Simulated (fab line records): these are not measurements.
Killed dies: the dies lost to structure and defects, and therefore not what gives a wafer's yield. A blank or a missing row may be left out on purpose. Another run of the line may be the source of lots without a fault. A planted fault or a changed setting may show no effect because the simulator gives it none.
Struck lot and sound lot, side by side | flow sfq-line | 20 out of 325 route steps
Sound: these wafers, L658.3, L658.4, L658.6. Wafers struck: L650.1, L650.3, L650.5. The cause comes at the end.
Each step with rows lists, per side, the tool, then ch with its chambers, then its first start. Under that, the readings that differ: sound wafers | struck wafers | difference of the means | sigmas: that difference in standard deviations of wafers without a fault.
alike: readings with means less than 2 such deviations apart, plus words and numbers identical on both sides. not compared: withheld readings, readings lacking a value on some wafer, bounds such as >300 that could conceal the same value, and numbers that have no deviation in the record and whose values overlap.
A row with sigmas, a row that says differs or no value, or rows on one side alone: a step with any of these is where the two part. When numbers do not overlap yet have no deviation, they are printed without sigmas and do not part them. A reading that every wafer of one side lacks parts them only if that side has two wafers or more.

first, 3 steps without rows for these wafers: SFQ_TRILAYER_I1_VIA_LITHO_EXPOSE_050 (exposes mask I1, target cd 500 nm); SFQ_TRILAYER_I1_VIA_LITHO_PEB_052 (peb time 60 s); SFQ_TRILAYER_I1_VIA_LITHO_DEVELOP_051 (time 60 s).
SFQ_I1_OVL_MEAS_913:
  sound: overlay-02 at day 23 15:50; struck: overlay-02 at day 20 10:36
  alike: I1_OVL
SFQ_TRILAYER_I1_VIA_BARC_OPEN_VIA_ETCH_071: etches BARC in O2, target depth 125 nm, time 41.7 s.
  sound on rie-diel-01 ch 0,1,2, day 23 15:52; struck on rie-diel-02 ch 0,2,3, day 20 10:38
  alike: drypump-motor-current-A, oes-product-au
  not compared: rf-hours-counter-h
SFQ_TRILAYER_I1_VIA_ETCH_VIA_ETCH_052: etches SiO2 in CHF3, stops on Nb, target depth 260 nm.
  sound on rie-diel-01 ch 0,1,2, day 23 15:55; struck on rie-diel-02 ch 0,2,3, day 20 10:40
  alike: drypump-motor-current-A, oes-product-au
SFQ_TRILAYER_I1_VIA_STRIP_STRIP_053: strips in O2.
  sound on rie-metal-02 ch 0,1, day 23 16:13; struck on rie-metal-02 ch 0,1, day 20 10:47
  alike: drypump-motor-current-A, he-backside-leak-sccm, oes-product-au
  not compared: rf-hours-counter-h
then, 2 steps without rows for these wafers: SFQ_TRILAYER_I1_VIA_STRIP_SOLV_CLEAN_054 (cleans in NMP, time 600 s); SFQ_TRILAYER_M2_DEP_PRE_CLEAN_056 (time 22.5 s).
SFQ_TRILAYER_M2_DEP_SPUTTER_055: material Nb, target thk 200 nm, time 133.3 s.
  sound: pvd-sputter-04 at day 23 16:49; struck: pvd-sputter-05 at day 20 11:47
  alike: base-pressure-pa, throttle-valve-pct
SFQ_M2_RS_MEAS_914: uses a four-point probe to measure.
  sound: film-metro-03 at day 23 16:57; struck: film-metro-03 at day 20 11:53
  alike: M2_NB_RS
SFQ_TRILAYER_M2_LITHO_COAT_062: resist thk 62 nm.
  sound on litho-track-01 ch 0, day 23 17:11; struck on litho-track-01 ch 0, day 20 12:04
  reading                                              | sound             | struck            | difference | sigmas
  model.BARC_of_TRILAYER_M2_LITHO_COAT_062.thk-nm (nm) | 61.65 61.85 61.99 | 58.66 58.46 58.41 | -3.32      |
  alike: exhaust-pa
then, 5 steps without rows for these wafers: SFQ_TRILAYER_M2_LITHO_COAT_057 (resist thk 600 nm); SFQ_TRILAYER_M2_LITHO_SOFTBAKE_061; SFQ_TRILAYER_M2_LITHO_EXPOSE_058 (exposes mask M2, target cd 500 nm); SFQ_TRILAYER_M2_LITHO_PEB_060 (peb time 60 s); SFQ_TRILAYER_M2_LITHO_DEVELOP_059 (time 60 s).
SFQ_M2_OVL_MEAS_916:
  sound: overlay-02 at day 25 04:37; struck: overlay-02 at day 21 22:17
  alike: M2_OVL
SFQ_TRILAYER_M2_BARC_OPEN_METAL_ETCH_077: etches BARC in O2, target depth 125 nm, time 41.7 s.
  sound on rie-metal-01 ch 0,1, day 25 04:40; struck on rie-metal-02 ch 0,1, day 21 22:19
  reading                  | sound             | struck            | difference | sigmas
  oes-product-au (a.u.)    | 0.683 0.683 0.686 | 0.672 0.670 0.657 | -0.018     | -4
  model.etch.depth-nm (nm) | 61.65 61.85 61.99 | 58.66 58.46 58.41 | -3.32      |
  alike: drypump-motor-current-A, he-backside-leak-sccm
  not compared: rf-hours-counter-h
SFQ_TRILAYER_M2_ETCH_METAL_ETCH_060: etches Nb in Cl2/Ar, stops on SiO2, target depth 240 nm, time 120 s.
  sound on rie-metal-01 ch 0,1, day 25 04:44; struck on rie-metal-02 ch 0,1, day 21 22:23
  alike: drypump-motor-current-A, he-backside-leak-sccm, oes-product-au
  not compared: rf-hours-counter-h

## WHERE THEY PART
At SFQ_TRILAYER_M2_BARC_OPEN_METAL_ETCH_077 and nowhere else, as far as this record goes. Later steps at which nothing parts them and some readings are alike: SFQ_TRILAYER_M2_ETCH_METAL_ETCH_060.

WHY: what had been put in by the simulator
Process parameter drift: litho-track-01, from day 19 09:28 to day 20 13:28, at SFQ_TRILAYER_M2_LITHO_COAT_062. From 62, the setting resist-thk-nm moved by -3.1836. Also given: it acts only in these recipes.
